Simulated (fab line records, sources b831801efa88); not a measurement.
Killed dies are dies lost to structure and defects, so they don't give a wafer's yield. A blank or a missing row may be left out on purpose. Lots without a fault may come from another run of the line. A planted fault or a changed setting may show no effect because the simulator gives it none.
Which tool did it? | flow gf180mcu | 6 lots, 18 wafers sampled, at 3 steps of a route of 602

WHAT THE GAUGES READ, wafer by wafer
GF_MVSD_OVL_MEAS_07.
lot  | measured    | on         | MVSD_OVL (nm)
L304 | day 4 18:42 | overlay-02 | 0.5 -0.5 0.4
L308 | day 5 16:09 | overlay-01 | 0.8 3.1 0.8
L317 | day 7 19:22 | overlay-01 | 0.2 2.4 0.0
L320 | day 8 13:22 | overlay-02 | -1.1 -0.2 0.8
L323 | day 9 06:04 | overlay-02 | 0.8 2.4 1.3
L325 | day 9 19:18 | overlay-02 | 0.2 0.8 -0.6

WHICH TOOL RAN EACH LOT (tool, then ch and the chambers of the sampled wafers, then the start)
lot  | GF_NWELL_STRIP_10                   | GF_MVSD_EXPOSE_04
L304 | plasma_asher-01 ch 0,1, day 3 15:33 | iline_stepper-01 ch 0, day 4 12:02
L308 | plasma_asher-03 ch 0, day 4 11:18   | iline_stepper-01 ch 0, day 5 09:00
L317 | plasma_asher-01 ch 0,1, day 6 12:34 | iline_stepper-02 ch 0, day 7 11:27
L320 | plasma_asher-01 ch 0,1, day 7 04:28 | iline_stepper-01 ch 0, day 8 05:15
L323 | plasma_asher-01 ch 0,1, day 7 20:35 | iline_stepper-01 ch 0, day 8 21:43
L325 | plasma_asher-01 ch 0,1, day 8 08:37 | iline_stepper-02 ch 0, day 9 10:19
- GF_NWELL_STRIP_10: strips in O2/N2.
- GF_MVSD_EXPOSE_04: exposes mask MVSD, target cd 1000 nm.

THE ANSWER, worked out from the rows above alone
Rule: what is usual is taken from the lots themselves. Put in order of their means at a reading, lots are off if they are a third of the lots or fewer, leave a main group of 4 or more, and stand apart from it by a gap of 3 or more times the standard deviation of the main group's means; of several such gaps the widest counts. A main group whose means are all the same, to the digits that the tables above print for the reading, isn't used. A lot without any number at a reading at which 4 lots or more have one is off too. The other lots that the step has rows for count as sound.
No lot is off at any reading shown: from this, nothing can be told.

WHAT THE SIMULATOR HAD PUT IN
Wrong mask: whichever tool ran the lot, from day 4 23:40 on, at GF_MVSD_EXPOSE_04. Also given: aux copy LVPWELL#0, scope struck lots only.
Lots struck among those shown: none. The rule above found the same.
